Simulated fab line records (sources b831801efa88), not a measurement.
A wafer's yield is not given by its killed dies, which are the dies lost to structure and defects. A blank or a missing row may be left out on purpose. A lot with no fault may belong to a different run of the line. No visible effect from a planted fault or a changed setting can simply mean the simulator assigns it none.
Split-lot experiment ; flow sfq-line ; 5 lots, 23 wafers read, on a route of 325 steps

== ON THE SPLIT ==
At SFQ_TRILAYER_M3_LITHO_COAT_075 (resist thk 600 nm), the setting resist-thk-nm was moved away from the recipe's 600 nm on 8 of the 23 wafers read, by -2.2% to +3.1%. This setting was run at the recipe's value on the other wafers.

== FROM THE SPLIT TO THE READING: what the file shows between them, 3 steps ==
- SFQ_TRILAYER_M3_LITHO_EXPOSE_076: exposes mask M3, target cd 500 nm (also split here: dose-mj)
- SFQ_TRILAYER_M3_LITHO_PEB_078: peb time 60 s
- SFQ_TRILAYER_M3_LITHO_DEVELOP_077: time 60 s

== THE READING ==
KrF_of_TRILAYER_M3_LITHO_COAT_075.thk-nm (the simulator's own value, which no gauge read), in nm, at SFQ_TRILAYER_M3_BARC_OPEN_METAL_ETCH_100 (etches BARC in O2, target depth 125 nm, time 41.7 s). No usual value for it is given in the file. Across the 15 wafers here that went through the recipe, the average is 522.7 nm and the standard deviation 2.1 nm.

wafer;tool, chamber at the split;resist-thk-nm as run, nm;against the recipe;KrF_of_TRILAYER_M3_LITHO_COAT_075.thk-nm, nm;against lot-mates on the recipe
L076.1;litho-track-04, 0;600;recipe;519.8;-
L076.2;litho-track-04, 0;600;recipe;520.2;-
L076.3;litho-track-04, 0;600;recipe;519.7;-
L076.4;litho-track-04, 0;600;recipe;520.4;-
L076.5;litho-track-04, 0;600;recipe;521.1;-
L077.1;litho-track-03, 0;600;recipe;523.5;-
L077.2;litho-track-03, 0;600;recipe;525.6;-
L077.3;litho-track-03, 0;600;recipe;525.4;-
L077.4;litho-track-03, 0;586.8;-2.2%;513;-11.8
L077.6;litho-track-03, 0;586.8;-2.2%;511.7;-13.1
L080.1;litho-track-03, 0;600;recipe;522.4;-
L080.3;litho-track-03, 0;600;recipe;524.7;-
L080.6;litho-track-03, 0;600;recipe;524;-
L083.1;litho-track-04, 0;600;recipe;522.1;-
L083.3;litho-track-04, 0;600;recipe;522.4;-
L083.4;litho-track-04, 0;614.8;+2.5%;537;+14.8
L083.5;litho-track-04, 0;614.8;+2.5%;536.1;+13.9
L083.6;litho-track-04, 0;614.8;+2.5%;537.6;+15.4
L084.1;litho-track-04, 0;618.5;+3.1%;543.8;+18.9
L084.2;litho-track-04, 0;618.5;+3.1%;543.9;+19.0
L084.4;litho-track-04, 0;600;recipe;524;-
L084.5;litho-track-04, 0;600;recipe;525.7;-
L084.6;litho-track-04, 0;618.5;+3.1%;543;+18.1

FIT RESULTS
A straight line over all 23 wafers: KrF_of_TRILAYER_M3_LITHO_COAT_075.thk-nm changes by +5.98 nm for each +1% of resist-thk-nm; r = +0.97; the points scatter about the line by 2.1 nm.
The same after taking each lot's own level away (the mean of its wafers on the recipe; 23 wafers): +5.94 nm for each +1%; r = +1.00; scatter 0.74 nm.
That fit puts the effect of the largest move of resist-thk-nm on the reading at 18 nm.
Measured against the standard deviation above, the lots' own levels, which go from 520.24 to 524.85 nm, span 2.2 times it.
Consequently the slope shifts little with the lot-to-lot level, the two slopes agreeing.
Check: for one of the wafers moved furthest among these (+3.1%), held out of the fit, the line's prediction against its lot-mates is +18.3 nm. Against them it came out at +18.9 nm.

== THESE WAFERS: OTHER SPLITS ==
These wafers also went through other splits before the reading. Each is held against what the fit with the lots' levels taken away leaves over:
other split on the same wafers;wafers away from the commonest value;r with KrF_of_TRILAYER_M3_LITHO_COAT_075.thk-nm (lot level and that fit taken away)
SFQ_TRILAYER_M2_LITHO_COAT_062 resist-thk-nm;10;-0.02
SFQ_TRILAYER_M2_BARC_OPEN_METAL_ETCH_077 time-s;8;+0.14
SFQ_TRILAYER_I2_VIA_LITHO_EXPOSE_068 dose-mj;7;-0.14
SFQ_TRILAYER_M3_LITHO_EXPOSE_076 dose-mj;10;-0.04

== THE WHOLE CHAIN: every reading that the file lists as answering this split, in the file's order ==
step;what it does;reading;change (the file's fit);r (the file's)
SFQ_TRILAYER_M3_LITHO_COAT_075;resist thk 600 nm;KrF_of_TRILAYER_M3_LITHO_COAT_075.thk-nm (the simulator's own value, which no gauge read);+6.06 nm for each +1% of the setting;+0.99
SFQ_TRILAYER_M3_BARC_OPEN_METAL_ETCH_100;etches BARC in O2, target depth 125 nm, time 41.7 s;KrF_of_TRILAYER_M3_LITHO_COAT_075.thk-nm (the simulator's own value, which no gauge read);+5.94 nm for each +1% of the setting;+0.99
SFQ_TRILAYER_M3_ETCH_METAL_ETCH_078;etches Nb in Cl2/Ar, stops on SiO2, target depth 240 nm, time 120 s;KrF_of_TRILAYER_M3_LITHO_COAT_075.thk-nm (the simulator's own value, which no gauge read);+5.82 nm for each +1% of the setting, in a fit together with time-s@TRILAYER_M3_ETCH_METAL_ETCH_078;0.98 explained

== FILE'S OWN FIT ==
KrF_of_TRILAYER_M3_LITHO_COAT_075.thk-nm changes by +5.94 nm for each +1% of resist-thk-nm, r = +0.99.
